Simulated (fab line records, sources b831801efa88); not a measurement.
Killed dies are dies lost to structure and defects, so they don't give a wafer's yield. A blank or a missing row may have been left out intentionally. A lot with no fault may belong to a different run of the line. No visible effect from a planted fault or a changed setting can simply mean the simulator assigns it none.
Chamber matching :: flow gf180mcu :: 4 sister chambers for GF_V3_CMP_26 on cmp-02
The step polishes, stops on SiO2, t overpolish 15 s, target thk 0 nm. 8 wafers are shown with their chamber, then 7 later ones without.

== WAFERS, EACH WITH ITS CHAMBER ==
wafer: L429.2
chamber: 0
motor current A (A): 12.6
time to endpoint s (s): 87

wafer: L429.4
chamber: 2
motor current A (A): 10.4
time to endpoint s (s): 80

wafer: L429.5
chamber: 1
motor current A (A): 10.5
time to endpoint s (s): 87

wafer: L431.2
chamber: 3
motor current A (A): 10.9
time to endpoint s (s): 89

wafer: L431.3
chamber: 0
motor current A (A): 12.8
time to endpoint s (s): 83

wafer: L431.6
chamber: 1
motor current A (A): 11.9
time to endpoint s (s): 90

wafer: L433.3
chamber: 3
motor current A (A): 11.2
time to endpoint s (s): 79

wafer: L433.5
chamber: 2
motor current A (A): 10.4
time to endpoint s (s): 77

== WAFERS MISSING THEIR CHAMBER ==
wafer: L438.1
motor current A (A): 10.9
time to endpoint s (s): 88

wafer: L445.1
motor current A (A): 10.6
time to endpoint s (s): 80

wafer: L445.2
motor current A (A): 11.5
time to endpoint s (s): 85

wafer: L445.5
motor current A (A): 11.4
time to endpoint s (s): 82

wafer: L447.1
motor current A (A): 13.0
time to endpoint s (s): 84

wafer: L447.3
motor current A (A): 11.1
time to endpoint s (s): 85

wafer: L447.5
motor current A (A): 10.7
time to endpoint s (s): 85

== CHAMBER TAKEN BY EACH ==
wafer: L438.1
from the rows above: can't be placed: 1 or 3 or 2
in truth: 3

wafer: L445.1
from the rows above: can't be placed: 2 or 3 or 1
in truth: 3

wafer: L445.2
from the rows above: can't be placed: 3 or 1 or 0 or 2
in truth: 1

wafer: L445.5
from the rows above: can't be placed: 3 or 1 or 2 or 0
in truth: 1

wafer: L447.1
from the rows above: 0
in truth: 0

wafer: L447.3
from the rows above: can't be placed: 3 or 1 or 2
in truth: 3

wafer: L447.5
from the rows above: can't be placed: 3 or 1 or 2
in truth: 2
1 of 7 placed correctly. Unplaceable from these rows: 6, with the true chamber sitting among the candidates in 6. Wrongly placed: 0.
How it was worked out, from the rows above alone: a wafer's distance from a chamber is the root of the sum, over the readings, of the square of ((its reading less the chamber's mean) divided by the reading's scatter). The wafer belongs to the nearest chamber; if the next one is less than 2 further off, it can't be placed. The mean given for a chamber averages the wafers shown for that chamber. The scatter: take each reading less its chamber's mean, square it, sum over the shown wafers, divide by the number of wafers less the number of chambers, and take the root.
